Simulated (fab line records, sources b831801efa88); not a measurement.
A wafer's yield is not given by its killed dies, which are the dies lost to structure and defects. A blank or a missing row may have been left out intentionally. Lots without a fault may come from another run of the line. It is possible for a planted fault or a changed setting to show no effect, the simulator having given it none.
2 desks, one fault	flow sky130	only its own numbers are on each desk; what lay behind them is given at the end

## FROM THE METROLOGY DESK
Lot by lot, what the gauges showed, no matter which tool ran the lot: averages of those sampled wafers that carry a number. Any lot whose mean is over 4 standard deviations away from the usual mean is out of limits and marked OUT; that distance is given in the brackets.
Columns: A = VIA3_W_RS at SKY_VIA3_RS_MEAS_22, usual 0.291 ohm/sq
lot	first seen here	A
L419	day 39 13:37	0.294
L420	day 39 19:26	0.296
L421	day 40 05:46	0.290
L427	day 42 02:35	0.294
L428	day 42 02:40	0.286
L433	day 43 10:15	0.294
L435	day 45 01:56	0.289
L437	day 45 03:25	0.283
L439	day 45 06:37	0.289
L441	day 45 15:10	0.288
L442	day 45 21:08	0.296
Finding of this desk: none of the 11 lots has anything out of limits.

## THE TOOL OWNER'S DESK: rie_diel-04
The tool's own readings at SKY_VIA3_ETCH_14 (etches BARC in N2/H2, stops on SiO2, time 45.9 s, target depth 60 nm): means of the sampled wafers that have a number, for each lot that ran on this tool. Any lot whose mean is over 4 standard deviations away from the usual mean is out of limits and marked OUT; that distance is given in the brackets.
Columns: A = bias_w at SKY_VIA3_ETCH_14, usual 99.96 W; B = drypump_motor_current_A at SKY_VIA3_ETCH_14, usual 5.4 A; C = oes_product_au at SKY_VIA3_ETCH_14, usual 0.855 a.u.; D = rf_fwd_power_W at SKY_VIA3_ETCH_14, usual 494.4 W; E = throttle_valve_pct at SKY_VIA3_ETCH_14, usual 13.225 %
lot	first seen here	A	B	C	D	E
L419	day 39 12:43	99.88	5.7	0.859	496.1	13.221
L420	day 39 18:32	100.25	6.1	0.853	495.0	13.228
L421	day 40 04:49	99.76	5.4	0.856	494.0	13.223
L428	day 42 01:46	99.70	5.4	0.852	492.9	13.223
L435	day 45 00:58	113.50 (+47) OUT	5.3	0.855	493.5	13.226
L437	day 45 01:59	113.45 (+47) OUT	5.4	0.852	494.6	13.229
This desk finds L435, L437 out of limits, L435 being first, at day 45 00:58 (bias_w at SKY_VIA3_ETCH_14). Within limits: L419, L420, L421, L428.

## PUT TOGETHER
On L435, L437, at day 45 00:58, an alarm was possible from the tool owner's desk.
Metrology desk: nothing out of limits seen.
The metrology desk holds a record of L435, L437, inside its limits.
SKY_VIA3_ETCH_14 was run on rie_diel-04 by each of the lots named.

## WHAT THE SIMULATOR HAD PUT IN
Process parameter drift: rie_diel-04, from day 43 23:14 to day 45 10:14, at SKY_VIA3_ETCH_14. Setting bias_w shifted by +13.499 from 100. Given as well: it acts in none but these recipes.
Lots struck among those shown: L435, L437.
How many hours passed from the start of the fault until each desk's first out-of-limits reading: the tool owner's desk, 26.
